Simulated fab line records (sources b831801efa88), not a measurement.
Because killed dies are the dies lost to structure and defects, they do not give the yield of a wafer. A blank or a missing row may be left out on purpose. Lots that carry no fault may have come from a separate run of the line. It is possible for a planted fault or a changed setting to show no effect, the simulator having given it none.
Matching of chambers + flow gf180mcu + GF_M5_ETCH_09 on rieDiel-01 has 4 sister chambers
The step etches Si3N4 in CF4/O2, target depth 52 nm, time 11.6 s. 14 wafers are shown with their chamber, then 7 later ones without.

EACH WAFER AND ITS CHAMBER
| wafer  | chamber | drypumpMotorCurrentA (A) | oesProductAu (a.u.) | chamberPressureMTorr (mTorr) |
|--------|---------|--------------------------|---------------------|------------------------------|
| L075.1 | 1       | 4.9                      | 0.996               | 149.94                       |
| L075.2 | 0       | 6.0                      | 0.993               | 149.90                       |
| L075.3 | 2       | 5.6                      | 1.010               | 150.05                       |
| L079.1 | 2       | 5.7                      | 0.998               | 149.99                       |
| L079.4 | 0       | 6.0                      | 0.984               | 149.89                       |
| L079.6 | 1       | 4.9                      | 1.006               | 150.16                       |
| L084.1 | 3       | 5.1                      | 0.993               | 149.88                       |
| L084.2 | 0       | 6.0                      | 0.991               | 149.87                       |
| L084.4 | 2       | 5.6                      | 1.015               | 149.93                       |
| L086.1 | 1       | 4.9                      | 1.005               | 149.90                       |
| L086.2 | 0       | 6.0                      | 0.983               | 149.87                       |
| L086.4 | 1       | 4.9                      | 1.005               | 150.02                       |
| L088.1 | 0       | 6.0                      | 0.989               | 150.09                       |
| L088.3 | 1       | 4.9                      | 0.998               | 150.09                       |

SIGNATURES, as means of the wafers listed above
| reading              | chamber 0 | chamber 1 | chamber 2 | chamber 3 | scatter within a chamber |
|----------------------|-----------|-----------|-----------|-----------|--------------------------|
| drypumpMotorCurrentA | 6.000     | 4.900     | 5.633     | 5.100     | 0.0258                   |
| oesProductAu         | 0.98800   | 1.00200   | 1.00767   | 0.99300   | 0.00561                  |
| chamberPressureMTorr | 149.9240  | 150.0220  | 149.9900  | 149.8800  | 0.0936                   |
Rule: for each reading, subtract the chamber's mean from the wafer's reading, divide by that reading's scatter and square the result; add these up over the readings and take the root, which gives the wafer's distance from the chamber. The wafer belongs to the nearest chamber; if the next one is less than 2 further off, it can't be placed. How the scatter is found: for the shown wafers, subtract from each reading the mean of its chamber, square and add these, divide the total by (wafers less chambers), then take the root.

WAFERS WITH NO CHAMBER GIVEN
| wafer  | drypumpMotorCurrentA (A) | oesProductAu (a.u.) | chamberPressureMTorr (mTorr) |
|--------|--------------------------|---------------------|------------------------------|
| L088.5 | 6.0                      | 0.988               | 150.08                       |
| L089.2 | 6.0                      | 0.986               | 149.91                       |
| L089.5 | 5.1                      | 0.997               | 149.85                       |
| L089.6 | 6.0                      | 0.986               | 150.04                       |
| L091.1 | 4.9                      | 1.002               | 149.90                       |
| L091.4 | 6.1                      | 0.986               | 149.93                       |
| L091.5 | 4.9                      | 1.011               | 150.07                       |

WHICH CHAMBER EACH ONE RAN IN
| wafer  | from the rows above | in truth |
|--------|---------------------|----------|
| L088.5 | 0                   | 0        |
| L089.2 | 0                   | 0        |
| L089.5 | 3                   | 3        |
| L089.6 | 0                   | 0        |
| L091.1 | 1                   | 1        |
| L091.4 | 0                   | 0        |
| L091.5 | 1                   | 1        |
Correctly placed: 7 of 7. Not placeable from these rows: 0. 0 placed wrongly.
